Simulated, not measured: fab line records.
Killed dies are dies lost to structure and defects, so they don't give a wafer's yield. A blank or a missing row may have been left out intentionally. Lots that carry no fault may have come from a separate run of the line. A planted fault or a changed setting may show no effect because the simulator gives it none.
fab line records	flow sky130	part 1 of 2: steps 1 to 29 of 41
record: lots: 5	wafers: 15	last_day: 49
route steps=708 shown SONOS_TUNNEL@161 SONOS_ONO@168 GATE_OXIDE@187
lots with no fault: from the same line, run without faults
start_h: hours from the record's opening day to when the first of the lot's shown wafers began	wait_h: how many hours have passed since the lot's step before this one	" repeats the value in the row above	L1.1+2: a row that stands for several wafers	- no value, or no start was given	* or withheld: withheld	< > ~ a bound
route shown NAME@n: NAME is a module with steps in the file, n the number in the route of the first one	usual: mean/standard deviation taken from wafers without a fault	same: alike in all rows	chamber/n: place in a boat	sites: readings site by site	_std_site: the values' standard deviation	_edge_site: outer sites' mean less inner sites'	radius_mm: for every site, how far away it sits from the centre of the wafer	mask NAME#n: copy n	behind: the tool/chamber that last shaped the wafer	hold: what put the lot on hold/how long, in hours/how the hold closed	device: the transistor (n, p or np) that didn't switch	end of line: tests of these same wafers at the route's end	a step given without rows: its recipe and nothing more	killed: count of dies lost to structure and defects at first sort (not the wafer's yield)	map: shows each die of a wafer: x if killed, . if not, _ if none is there
set.NAME: the run value of the setting; set.NAME@STEP: its run value at that earlier step	model.NAME: the simulator's own value behind a step, which no gauge read
lots seen at some steps along the route; tables by step, rows by wafer
services: a tool's chamber out of use, with start hour (start_h, from the record's first day; less than 0 if before it), hours out, and reason
== steps ==
step: SKY_SONOS_TUNNEL_CD_MEAS_07
recipe: target_cd_nm: 410
usual: cd_nm: 409.6/2.2
lot.wafer	tool	chamber	start_h	wait_h	cd_nm
L075.2	cd_sem-01	-	258.50	0.1	407.4
L075.4	"	-	"	"	407.1
L075.5	"	-	"	"	405.8
L082.1	cd_sem-02	-	320.65	0.1	407.1
L082.4	"	-	"	"	406.6
L082.5	"	-	"	"	407.5
L083.3	cd_sem-01	-	323.62	0.1	409.8
L083.4	"	-	"	"	407.3
L083.5	"	-	"	"	409.0
L087.2	cd_sem-02	-	354.95	0.1	412.5
L087.3	"	-	"	"	412.3
L087.5	"	-	"	"	410.2
L088.3	cd_sem-02	-	363.14	0.1	407.0
L088.4	"	-	"	"	409.0
L088.5	"	-	"	"	408.4
step: SKY_SONOS_TUNNEL_OVL_MEAS_08
usual: SONOS_TUNNEL_OVL: 0.0/1.6
lot.wafer	tool	chamber	start_h	wait_h	SONOS_TUNNEL_OVL[nm]
L075.2	overlay-01	-	258.61	0.1	-1.4
L075.4	"	-	"	"	1.0
L075.5	"	-	"	"	1.0
L082.1	overlay-02	-	320.77	0.1	-2.2
L082.4	"	-	"	"	-1.9
L082.5	"	-	"	"	-1.3
L083.3	overlay-02	-	323.71	0.1	1.4
L083.4	"	-	"	"	-2.3
L083.5	"	-	"	"	2.1
L087.2	overlay-01	-	355.06	0.1	2.4
L087.3	"	-	"	"	1.2
L087.5	"	-	"	"	3.2
L088.3	overlay-02	-	363.23	0.1	-2.4
L088.4	"	-	"	"	-1.7
L088.5	"	-	"	"	-0.3
step: SKY_SONOS_TUNNEL_IMPLANT_09
recipe: species: B	energy_kev: 20	dose_cm2: 1e+12	tilt_deg: withheld
lot.wafer	tool	chamber	start_h	wait_h
L075.2+4+5	implanter-04	0	258.67	0.0
L082.1+4+5	implanter-03	0	320.80	0.0
L083.3+4+5	implanter-01	0	323.79	0.1
L087.2+3+5	implanter-04	0	355.12	0.0
L088.3+4+5	implanter-04	0	363.30	0.1
step: SKY_SONOS_TUNNEL_WET_ETCH_10
recipe: chemistry: dHF	target_depth_nm: 14	target: SiO2	dilution: 100:1	temp_c: 25	time_s: 280
usual: temp_c: 24.99/0.092
same: time_s: 280
lot.wafer	tool	chamber	start_h	wait_h	temp_c
L075.2	wet_bench-02	0	258.79	0.1	25.17
L075.4	"	0	"	"	24.97
L075.5	"	0	"	"	24.91
L082.1	wet_bench-03	1	320.95	0.1	25.04
L082.4	"	1	"	"	25.08
L082.5	"	1	"	"	24.96
L083.3	wet_bench-03	0	323.89	0.1	24.96
L083.4	"	0	"	"	24.88
L083.5	"	0	"	"	25.02
L087.2	wet_bench-03	1	355.24	0.1	25.02
L087.3	"	1	"	"	24.95
L087.5	"	1	"	"	25.01
L088.3	wet_bench-04	3	363.41	0.1	24.86
L088.4	"	3	"	"	24.82
L088.5	"	3	"	"	24.91
step: SKY_SONOS_TUNNEL_STRIP_11
recipe: chemistry: SPM	time_s: 600	temp_c: 130
usual: temp_c: 130.01/0.13
same: time_s: 600
lot.wafer	tool	chamber	start_h	wait_h	temp_c
L075.2	wet_bench-03	3	258.88	0.0	130.27
L075.4	"	3	"	"	130.23
L075.5	"	3	"	"	130.30
L082.1	wet_bench-02	3	321.04	0.0	130.05
L082.4	"	3	"	"	129.85
L082.5	"	3	"	"	129.87
L083.3	wet_bench-04	2	323.97	0.0	130.15
L083.4	"	2	"	"	130.53
L083.5	"	2	"	"	130.01
L087.2	wet_bench-04	0	355.33	0.0	129.89
L087.3	"	0	"	"	130.00
L087.5	"	0	"	"	130.05
L088.3	wet_bench-04	3	363.50	0.0	130.12
L088.4	"	3	"	"	130.19
L088.5	"	3	"	"	130.06
step: SKY_SONOS_TUNNEL_TW_MEAS_12
usual: SONOS_TUNNEL_TW: 198.8/2.4
lot.wafer	tool	chamber	start_h	wait_h	SONOS_TUNNEL_TW
L075.2	film_metro-04	-	259.07	0.0	196.5
L075.4	"	-	"	"	197.0
L075.5	"	-	"	"	196.6
L082.1	film_metro-04	-	321.22	0.0	197.0
L082.4	"	-	"	"	198.5
L082.5	"	-	"	"	198.5
L083.3	film_metro-01	-	324.17	0.0	202.6
L083.4	"	-	"	"	201.5
L083.5	"	-	"	"	201.6
L087.2	film_metro-03	-	355.52	0.0	199.2
L087.3	"	-	"	"	198.8
L087.5	"	-	"	"	198.3
L088.3	film_metro-04	-	363.69	0.0	196.4
L088.4	"	-	"	"	196.6
L088.5	"	-	"	"	195.8
step: SKY_SONOS_TUNNEL_CLEAN_13
recipe: chemistry: dHF	time_s: 20	dilution: 100:1	dry: ipa_marangoni
same: time_s: 20
lot.wafer	tool	chamber	start_h	wait_h
L075.2+4+5	wet_bench-02	2	259.12	0.0
L082.1+4+5	wet_bench-03	1	321.28	0.1
L083.3+4+5	wet_bench-02	2	324.21	0.0
L087.2+3+5	wet_bench-02	3	355.57	0.0
L088.3+4+5	wet_bench-03	0	363.73	0.0
step: SKY_SONOS_ONO_OXIDATION_00
recipe: temp_c: 800	ambient: O2	idle_temp_c: 700	ramp_up_c_per_min: 10	ramp_down_c_per_min: 3	stabilise_s: 600	purge_s: 300	target_thk_a: 26	ox_time_s: 1249
usual: tube_center_temp_C_max: 802.0/0.35
lot.wafer	tool	chamber	start_h	wait_h	tube_center_temp_C_max
L075.2	furnace-02	0	259.14	0.0	802.0
L075.4	"	0	"	"	802.2
L075.5	"	0	"	"	801.8
L082.1	furnace-01	0	321.96	0.7	802.0
L082.4	"	0	"	"	802.0
L082.5	"	0	"	"	801.8
L083.3	furnace-02	0	324.45	0.2	802.8
L083.4	"	0	"	"	802.2
L083.5	"	0	"	"	801.7
L087.2	furnace-02	0	356.92	1.3	801.6
L087.3	"	0	"	"	801.9
L087.5	"	0	"	"	801.9
L088.3	furnace-02	0	364.95	1.2	801.5
L088.4	"	0	"	"	801.5
L088.5	"	0	"	"	801.8
step: SKY_SONOS_ONO_THK_MEAS_01
recipe: reads: SiO2_of_SONOS_ONO_OXIDATION_00
usual: SONOS_ONO_OXIDATION_THK: 2.61/0.046
lot.wafer	tool	chamber	start_h	wait_h	SONOS_ONO_OXIDATION_THK[nm]
L075.2	film_metro-02	-	260.49	0.0	2.72
L075.4	"	-	"	"	2.68
L075.5	"	-	"	"	2.67
L082.1	film_metro-04	-	323.30	0.0	2.56
L082.4	"	-	"	"	2.59
L082.5	"	-	"	"	2.64
L083.3	film_metro-02	-	325.82	0.0	2.63
L083.4	"	-	"	"	2.65
L083.5	"	-	"	"	2.61
L087.2	film_metro-02	-	358.28	0.0	2.52
L087.3	"	-	"	"	2.62
L087.5	"	-	"	"	2.54
L088.3	film_metro-03	-	366.32	0.0	2.60
L088.4	"	-	"	"	2.60
L088.5	"	-	"	"	2.58
step: SKY_SONOS_ONO_CVD_02
recipe: material: Si3N4	precursor: DCS/NH3	target_thk_nm: 10.5	temp_c: 770	time_s: 180	pressure_mtorr: 250
same: time_s: 180
lot.wafer	tool	chamber	start_h	wait_h
L075.2+4+5	lpcvd-02	1	260.54	0.0
L082.1+4+5	lpcvd-02	1	324.55	1.2
L083.3+4+5	lpcvd-02	1	325.86	0.0
L087.2+3+5	lpcvd-02	1	359.49	1.2
L088.3+4+5	lpcvd-02	0	366.36	0.0
step: SKY_SONOS_ONO_THK_MEAS_03
recipe: reads: Si3N4_of_SONOS_ONO_CVD_02
usual: SONOS_ONO_CVD_02_THK: 10.45/0.13
lot.wafer	tool	chamber	start_h	wait_h	SONOS_ONO_CVD_02_THK[nm]
L075.2	film_metro-03	-	261.60	0.0	10.43
L075.4	"	-	"	"	10.44
L075.5	"	-	"	"	10.55
L082.1	film_metro-03	-	325.60	0.0	10.41
L082.4	"	-	"	"	10.48
L082.5	"	-	"	"	10.53
L083.3	film_metro-04	-	326.99	0.1	10.40
L083.4	"	-	"	"	10.41
L083.5	"	-	"	"	10.37
L087.2	film_metro-02	-	360.55	0.0	10.39
L087.3	"	-	"	"	10.51
L087.5	"	-	"	"	10.39
L088.3	film_metro-02	-	367.43	0.0	10.52
L088.4	"	-	"	"	10.52
L088.5	"	-	"	"	10.48
step: SKY_SONOS_ONO_CVD_04
recipe: material: SiO2	precursor: SiH4/N2O	target_thk_nm: 5.7199	temp_c: 900	pressure_mtorr: 400
same: time_s: 900
lot.wafer	tool	chamber	start_h	wait_h
L075.2+4+5	lpcvd-03	0	261.65	0.0
L082.1+4+5	lpcvd-03	1	325.66	0.1
L083.3+4+5	lpcvd-03	1	328.22	1.2
L087.2+3+5	lpcvd-03	0	360.60	0.0
L088.3+4+5	lpcvd-03	1	367.47	0.0
step: SKY_SONOS_ONO_THK_MEAS_05
recipe: reads: SiO2_of_SONOS_ONO_CVD_04
usual: SONOS_ONO_CVD_04_THK: 5.73/0.12
lot.wafer	tool	chamber	start_h	wait_h	SONOS_ONO_CVD_04_THK[nm]
L075.2	film_metro-02	-	263.54	0.0	5.66
L075.4	"	-	"	"	5.61
L075.5	"	-	"	"	5.69
L082.1	film_metro-04	-	326.91	0.0	5.95
L082.4	"	-	"	"	5.94
L082.5	"	-	"	"	5.84
L083.3	film_metro-02	-	329.49	0.0	5.79
L083.4	"	-	"	"	5.84
L083.5	"	-	"	"	5.88
L087.2	film_metro-02	-	361.86	0.0	5.61
L087.3	"	-	"	"	5.62
L087.5	"	-	"	"	5.62
L088.3	film_metro-03	-	368.74	0.0	5.78
L088.4	"	-	"	"	5.74
L088.5	"	-	"	"	5.82
step: SKY_SONOS_ONO_DEHYDRATE_06
recipe: temp_c: 200	time_s: 60
same: time_s: 60
lot.wafer	tool	chamber	start_h	wait_h
L075.2+4+5	litho_track-02	0	275.32	11.8
L082.1+4+5	litho_track-02	0	339.20	12.3
L083.3+4+5	litho_track-03	0	342.71	13.2
L087.2+3+5	litho_track-02	0	375.97	14.1
L088.3+4+5	litho_track-03	0	383.01	14.3
step: SKY_SONOS_ONO_HMDS_07
recipe: prime_time_s: 60	prime_temp_c: 120
same: prime_time_s: 60
lot.wafer	tool	chamber	start_h	wait_h
L075.2+4+5	litho_track-02	0	275.47	0.1
L082.1+4+5	litho_track-02	0	339.35	0.1
L083.3+4+5	litho_track-03	0	342.86	0.1
L087.2+3+5	litho_track-02	0	376.12	0.1
L088.3+4+5	litho_track-03	0	383.16	0.1
step: SKY_SONOS_ONO_COAT_08
recipe: resist: NOVOLAK	spin_rpm: 2978	resist_thk_nm: 1140
lot.wafer	tool	chamber	start_h	wait_h
L075.2+4+5	litho_track-02	0	275.62	0.1
L082.1+4+5	litho_track-02	0	339.50	0.1
L083.3+4+5	litho_track-03	0	343.01	0.1
L087.2+3+5	litho_track-02	0	376.27	0.1
L088.3+4+5	litho_track-03	0	383.31	0.1
step: SKY_SONOS_ONO_SOFTBAKE_09
recipe: temp_c: 90	time_s: 60	resist: NOVOLAK
same: time_s: 60
lot.wafer	tool	chamber	start_h	wait_h
L075.2+4+5	litho_track-02	0	275.77	0.1
L082.1+4+5	litho_track-02	0	339.65	0.1
L083.3+4+5	litho_track-03	0	343.16	0.1
L087.2+3+5	litho_track-02	0	376.42	0.1
L088.3+4+5	litho_track-03	0	383.46	0.1
step: SKY_SONOS_ONO_EXPOSE_10
recipe: mask_id: ONOM	target_cd_nm: 410	na: 0.6	source_shape: conventional	sigma_outer: 0.6	dose_mj: 150
usual: focus_offset_nm: -0.1/0.54
same: sigma_outer: 0.6
lot.wafer	tool	chamber	start_h	wait_h	mask	focus_offset_nm
L075.2	iline_stepper-01	0	-	-	ONOM#0	-0.8
L075.4	"	0	"	"	ONOM#0	-0.5
L075.5	"	0	"	"	ONOM#0	0.4
L082.1	iline_stepper-02	0	-	-	ONOM#0	-0.7
L082.4	"	0	"	"	ONOM#0	0.3
L082.5	"	0	"	"	ONOM#0	0.5
L083.3	iline_stepper-02	0	-	-	ONOM#0	-0.1
L083.4	"	0	"	"	ONOM#0	0.7
L083.5	"	0	"	"	ONOM#0	0.3
L087.2	iline_stepper-01	0	-	-	ONOM#0	-0.2
L087.3	"	0	"	"	ONOM#0	-0.3
L087.5	"	0	"	"	ONOM#0	0.2
L088.3	iline_stepper-01	0	-	-	ONOM#0	0.0
L088.4	"	0	"	"	ONOM#0	-0.8
L088.5	"	0	"	"	ONOM#0	-0.8
step: SKY_SONOS_ONO_PEB_11
recipe: temp_c: withheld	time_s: *	resist: NOVOLAK
same: time_s: *
lot.wafer	tool	chamber	start_h	wait_h
L075.2+4+5	litho_track-04	0	-	-
L082.1+4+5	litho_track-02	0	-	-
L083.3+4+5	litho_track-04	0	-	-
L087.2+3+5	litho_track-02	0	-	-
L088.3+4+5	litho_track-04	0	-	-
step: SKY_SONOS_ONO_DEVELOP_12
recipe: develop_time_s: 60	dev_temp_c: 23
lot.wafer	tool	chamber	start_h	wait_h
L075.2+4+5	litho_track-04	0	288.56	0.1
L082.1+4+5	litho_track-02	0	353.30	0.1
L083.3+4+5	litho_track-04	0	356.08	0.1
L087.2+3+5	litho_track-02	0	390.12	0.1
L088.3+4+5	litho_track-04	0	397.33	0.1
step: SKY_SONOS_ONO_CD_MEAS_13
recipe: target_cd_nm: 410
usual: cd_nm: 410.4/2.6
lot.wafer	tool	chamber	start_h	wait_h	cd_nm
L075.2	cd_sem-01	-	288.70	0.1	406.7
L075.4	"	-	"	"	407.4
L075.5	"	-	"	"	406.6
L082.1	cd_sem-02	-	353.45	0.1	415.5
L082.4	"	-	"	"	411.7
L082.5	"	-	"	"	413.3
L083.3	cd_sem-02	-	356.22	0.1	414.1
L083.4	"	-	"	"	413.9
L083.5	"	-	"	"	415.0
L087.2	cd_sem-01	-	390.27	0.1	410.7
L087.3	"	-	"	"	412.1
L087.5	"	-	"	"	410.6
L088.3	cd_sem-01	-	397.47	0.1	411.0
L088.4	"	-	"	"	411.3
L088.5	"	-	"	"	410.5
step: SKY_SONOS_ONO_OVL_MEAS_14
usual: SONOS_ONO_OVL: -0.3/1.6
lot.wafer	tool	chamber	start_h	wait_h	SONOS_ONO_OVL[nm]
L075.2	overlay-01	-	288.81	0.1	0.2
L075.4	"	-	"	"	0.6
L075.5	"	-	"	"	1.5
L082.1	overlay-02	-	353.57	0.1	-0.8
L082.4	"	-	"	"	-1.5
L082.5	"	-	"	"	-1.0
L083.3	overlay-02	-	356.32	0.1	1.0
L083.4	"	-	"	"	-2.0
L083.5	"	-	"	"	-1.2
L087.2	overlay-02	-	390.37	0.1	-1.1
L087.3	"	-	"	"	-0.4
L087.5	"	-	"	"	1.1
L088.3	overlay-01	-	397.57	0.1	1.6
L088.4	"	-	"	"	4.0
L088.5	"	-	"	"	1.3
step: SKY_SONOS_ONO_ETCH_15
recipe: target_depth_nm: 19.52	chemistry: CHF3/O2	source_w: 600	bias_w: 200	pressure_mtorr: 40	chf3_flow_sccm: 50	O2_flow_sccm: 5	time_s: 7.8
usual: drypump_motor_current_A: 5.91/0.27	oes_product_au: 0.999/0.0076	throttle_valve_pct: 8.825/0.0092
same: time_s: 7.8
lot.wafer	tool	chamber	start_h	wait_h	drypump_motor_current_A	oes_product_au	rf_hours_counter_h	throttle_valve_pct
L075.2	rie_diel-01	1	288.85	0.0	5.94	0.987	-	8.800
L075.4	"	1	"	"	5.97	0.988	-	8.825
L075.5	"	1	"	"	5.97	0.985	-	8.821
L082.1	rie_diel-04	1	353.60	0.0	5.67	0.998	1	8.823
L082.4	"	3	"	"	5.49	1.011	71	8.828
L082.5	"	2	"	"	5.89	1.001	-	8.821
L083.3	rie_diel-01	3	356.34	0.0	6.04	0.996	77	8.814
L083.4	"	2	"	"	6.32	0.984	22	8.850
L083.5	"	3	"	"	6.05	1.001	-	8.822
L087.2	rie_diel-04	0	390.40	0.0	6.31	1.008	95	8.825
L087.3	"	2	"	"	5.82	1.001	6	8.825
L087.5	"	3	"	"	5.49	1.011	-	8.822
L088.3	rie_diel-01	3	397.59	0.0	6.06	0.992	77	8.829
L088.4	"	1	"	"	5.94	0.993	-	8.819
L088.5	"	2	"	"	6.32	0.993	-	8.824
step: SKY_SONOS_ONO_WET_ETCH_16
recipe: chemistry: dHF	target_depth_nm: 14	dry: n2_spin	target: SiO2	dilution: 100:1	temp_c: 25	time_s: 280
usual: temp_c: 24.99/0.11
same: time_s: 280
lot.wafer	tool	chamber	start_h	wait_h	temp_c
L075.2	wet_bench-01	3	288.90	0.0	25.00
L075.4	"	3	"	"	25.08
L075.5	"	3	"	"	25.08
L082.1	wet_bench-02	1	353.62	0.0	25.08
L082.4	"	1	"	"	25.00
L082.5	"	1	"	"	24.96
L083.3	wet_bench-04	3	356.36	0.0	25.08
L083.4	"	3	"	"	25.11
L083.5	"	3	"	"	24.99
L087.2	wet_bench-02	1	390.42	0.0	25.11
L087.3	"	1	"	"	24.89
L087.5	"	1	"	"	25.10
L088.3	wet_bench-02	3	397.61	0.0	24.83
L088.4	"	3	"	"	24.75
L088.5	"	3	"	"	24.81
step: SKY_SONOS_ONO_STRIP_17
recipe: chemistry: O2/N2	power_w: 1400	pressure_mtorr: 1500	platen_temp_c: withheld	o2_flow_sccm: 3000	n2_flow_sccm: 300	overash_fraction: 0.5
usual: drypump_motor_current_A: 5.7/0.45	oes_product_au: 0.710/0.0046	strip_time_to_endpoint_s: 14.17/0.048
lot.wafer	tool	chamber	start_h	wait_h	drypump_motor_current_A	oes_product_au	rf_hours_counter_h	strip_time_to_endpoint_s
L075.2	plasma_asher-04	1	288.99	0.0	6.2	0.710	47	14.26
L075.4	"	0	"	"	6.1	0.717	-	14.23
L075.5	"	0	"	"	6.2	0.709	-	14.23
L082.1	plasma_asher-01	0	353.80	0.0	5.7	0.707	66	14.13
L082.4	"	1	"	"	4.9	0.706	-	14.09
L082.5	"	0	"	"	5.7	0.704	-	14.13
L083.3	plasma_asher-03	0	356.48	0.0	5.3	0.712	-	14.17
L083.4	"	1	"	"	5.9	0.716	-	14.16
L083.5	"	0	"	"	5.3	0.708	-	14.16
L087.2	plasma_asher-03	0	390.60	0.0	5.3	0.715	27	14.24
L087.3	"	0	"	"	5.3	0.714	-	14.26
L087.5	"	1	"	"	5.9	0.717	-	14.23
L088.3	plasma_asher-03	0	397.82	0.0	5.3	0.721	-	14.22
L088.4	"	1	"	"	5.9	0.710	-	14.16
L088.5	"	1	"	"	5.9	0.702	-	14.18
step: SKY_SONOS_ONO_WET_ETCH_18
recipe: chemistry: H3PO4	target_depth_nm: 15	target: Si3N4	temp_c: 160	time_s: 172
usual: temp_c: 160.00/0.14
same: time_s: 172
lot.wafer	tool	chamber	start_h	wait_h	temp_c
L075.2	wet_bench-02	3	289.09	0.1	160.16
L075.4	"	3	"	"	160.08
L075.5	"	3	"	"	160.26
L082.1	wet_bench-01	0	353.90	0.1	159.94
L082.4	"	0	"	"	160.21
L082.5	"	0	"	"	160.08
L083.3	wet_bench-04	3	356.55	0.0	159.94
L083.4	"	3	"	"	160.01
L083.5	"	3	"	"	160.01
L087.2	wet_bench-04	2	390.70	0.1	160.19
L087.3	"	2	"	"	159.94
L087.5	"	2	"	"	159.84
L088.3	wet_bench-01	0	397.88	0.0	159.96
L088.4	"	0	"	"	160.10
L088.5	"	0	"	"	160.11
step: SKY_GATE_OXIDE_CLEAN_00
recipe: chemistry: SC1/SC2	mix: 1:4:20	temp_c: 70	time_s: 150	dry: n2_spin
usual: temp_c: 70.00/0.12
same: time_s: 150
lot.wafer	tool	chamber	start_h	wait_h	temp_c
L075.2	wet_bench-04	1	289.15	0.0	70.14
L075.4	"	1	"	"	70.26
L075.5	"	1	"	"	70.12
L082.1	wet_bench-04	1	353.95	0.0	69.87
L082.4	"	1	"	"	70.08
L082.5	"	1	"	"	70.03
L083.3	wet_bench-04	2	356.60	0.0	70.13
L083.4	"	2	"	"	70.24
L083.5	"	2	"	"	69.98
L087.2	wet_bench-01	3	390.82	0.0	69.79
L087.3	"	3	"	"	69.82
L087.5	"	3	"	"	69.98
L088.3	wet_bench-02	3	397.94	0.0	69.98
L088.4	"	3	"	"	69.76
L088.5	"	3	"	"	69.99
step: SKY_GATE_OXIDE_OXIDATION_01
recipe: temp_c: 900	ambient: O2	stabilise_s: 600	purge_s: 300	target_thk_a: 102.68	ox_time_s: 1473
usual: tube_center_temp_C_max: 902.3/0.37
lot.wafer	tool	chamber	start_h	wait_h	tube_center_temp_C_max
L075.2	furnace-01	0	289.21	0.0	902.2
L075.4	"	0	"	"	902.2
L075.5	"	0	"	"	902.4
L082.1	furnace-02	0	354.00	0.0	902.3
L082.4	"	0	"	"	902.1
L082.5	"	0	"	"	902.5
L083.3	furnace-02	0	358.27	1.6	902.4
L083.4	"	0	"	"	902.1
L083.5	"	0	"	"	902.6
L087.2	furnace-01	0	393.51	2.6	902.4
L087.3	"	0	"	"	902.0
L087.5	"	0	"	"	902.2
L088.3	furnace-02	0	398.69	0.7	902.7
L088.4	"	0	"	"	901.6
L088.5	"	0	"	"	903.2
step: SKY_GATE_OXIDE_THK_MEAS_02
recipe: reads: SiO2_of_GATE_OXIDE_OXIDATION_01
usual: GATE_OXIDE_OXIDATION_00_THK: 10.28/0.19
lot.wafer	tool	chamber	start_h	wait_h	GATE_OXIDE_OXIDATION_00_THK[nm]
L075.2	film_metro-01	-	290.62	0.0	10.37
L075.4	"	-	"	"	10.45
L075.5	"	-	"	"	10.40
L082.1	film_metro-01	-	355.41	0.0	10.56
L082.4	"	-	"	"	10.68
L082.5	"	-	"	"	10.56
L083.3	film_metro-02	-	359.70	0.0	10.47
L083.4	"	-	"	"	10.26
L083.5	"	-	"	"	10.38
L087.2	film_metro-01	-	394.93	0.0	10.15
L087.3	"	-	"	"	10.18
L087.5	"	-	"	"	10.15
L088.3	film_metro-04	-	400.12	0.0	10.17
L088.4	"	-	"	"	10.41
L088.5	"	-	"	"	10.21
